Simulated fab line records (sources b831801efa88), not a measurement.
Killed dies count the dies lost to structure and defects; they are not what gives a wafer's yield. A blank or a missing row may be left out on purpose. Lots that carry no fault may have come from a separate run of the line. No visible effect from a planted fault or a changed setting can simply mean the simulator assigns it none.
Problem report in the 8D (eight disciplines) form, filled by code + flow sky130 + the parts of the form that need people (team, actions taken, sign-off) are left out

1. WHAT IS WRONG
At SKY_PAD_OPEN_PROBE_99, killed_at_M4_up averages 59.8 over 4 wafers from 3 lots, while fault-free wafers read 3.1, standard deviation 2. That is +28 standard deviations from the usual mean.
Seen first at day 49 09:14 on prober-01, wafer L969.6. The record holds 12 wafers of 4 lots with a number at this step. Rule for "out" (also "out of limits"): further than 4 standard deviations from the usual mean. The rest of the wafers with a number are treated as sound.

2. WHAT IT IS; WHAT IT IS NOT
| question                    | is                                                                                             | is not                                                                                          |
|-----------------------------|------------------------------------------------------------------------------------------------|-------------------------------------------------------------------------------------------------|
| which readings at this step | killed_at_M4_up, defectLimitedYield, killedDies, sort_bin_3_pad_short, sortNPass, sortYieldPct | killed_at_M0_to_M3, killedAtFrontEnd, killedAtOther, killedOpen, killedShort, sort_bin_6_memory |
| which lots                  | L969, L970, L975                                                                               | L966                                                                                            |
| which wafers of those lots  | L969.6, L970.2, L970.5, L975.1                                                                 | L969.3, L969.5, L970.1, L975.3, L975.5                                                          |
| read on which tools         | prober-01, prober-02                                                                           | -                                                                                               |
| when                        | from day 49 09:14                                                                              | up to then (5 sound wafers); but 3 sound wafers of L970, L975 came after                        |

3. THE SUSPECTS, EACH WITH WHAT RULES IT OUT
Counting: any tool at a process step up to the reading remains a suspect provided it ran every lot that is out. Sound lots after the first of them don't rule it out here, since some wafers of a struck lot are sound.
- rieMetal-04 at SKY_METAL5_METAL_ETCH_15 (etches the open film in Cl2/BCl3, stops on SiO2, target depth 1260 nm, time 252 s): kept. It ran every lot that is out, first L969 (day 47 14:56).
- Within rieMetal-04 at SKY_METAL5_METAL_ETCH_15: the wafers that are out ran in chamber 1; their sound lot-mates ran in chamber 0.
After counting, what remains is rieMetal-04 at SKY_METAL5_METAL_ETCH_15.

4. THE CAUSE (what the simulator had put in)
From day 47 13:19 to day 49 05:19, rieMetal-04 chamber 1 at SKY_METAL5_METAL_ETCH_15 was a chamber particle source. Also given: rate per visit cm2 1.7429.
Only this tool survived the counting.

5. SEQUENCE OF EFFECTS, ordered by route
Each row: a reading whose mean over the struck wafers that have a number lies more than 3 standard deviations from the usual. Scope: only readings with a usual standard deviation given in the record; hours: median across lots of the time from each lot's start at the first step in this table that gives one to its start at this step; sigmas: change in usual standard deviations.
| hours | step                  | reading              | usual  | on struck wafers | change | sigmas |
|-------|-----------------------|----------------------|--------|------------------|--------|--------|
| 0     | SKY_PAD_OPEN_PROBE_99 | defectLimitedYield   | 82.8 % | 71.7             | -11.1  | -5.6   |
| 0     | SKY_PAD_OPEN_PROBE_99 | killed_at_M4_up      | 3.1    | 59.8             | +56.6  | +28    |
| 0     | SKY_PAD_OPEN_PROBE_99 | killedDies           | 85     | 139              | +54    | +5.6   |
| 0     | SKY_PAD_OPEN_PROBE_99 | sort_bin_3_pad_short | 0.9 %  | 4.5              | +3.6   | +7.6   |
| 0     | SKY_PAD_OPEN_PROBE_99 | sort_bin_5_function  | 10.3 % | 17.6             | +7.3   | +4.6   |
| 0     | SKY_PAD_OPEN_PROBE_99 | sortNPass            | 407    | 353              | -54    | -5.6   |
| 0     | SKY_PAD_OPEN_PROBE_99 | sortYieldPct         | 82.8 % | 71.7             | -11.1  | -5.6   |
Here are the process steps it includes:
- SKY_PAD_OPEN_PROBE_99

6. WHAT WOULD HAVE CAUGHT IT SOONER
The fault began at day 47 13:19; the first out-of-limits reading in this record came at day 49 09:14, 44 hours later.
Tool readings at SKY_METAL5_METAL_ETCH_15 with a usual standard deviation given in the record: none out on any struck wafer, hence no alarm at a limit of 4 standard deviations on them.
All the lots that are out (3) had begun SKY_METAL5_METAL_ETCH_15 on rieMetal-04 by day 49 09:14. Had the tool been put on hold then, not one of them would have been saved.
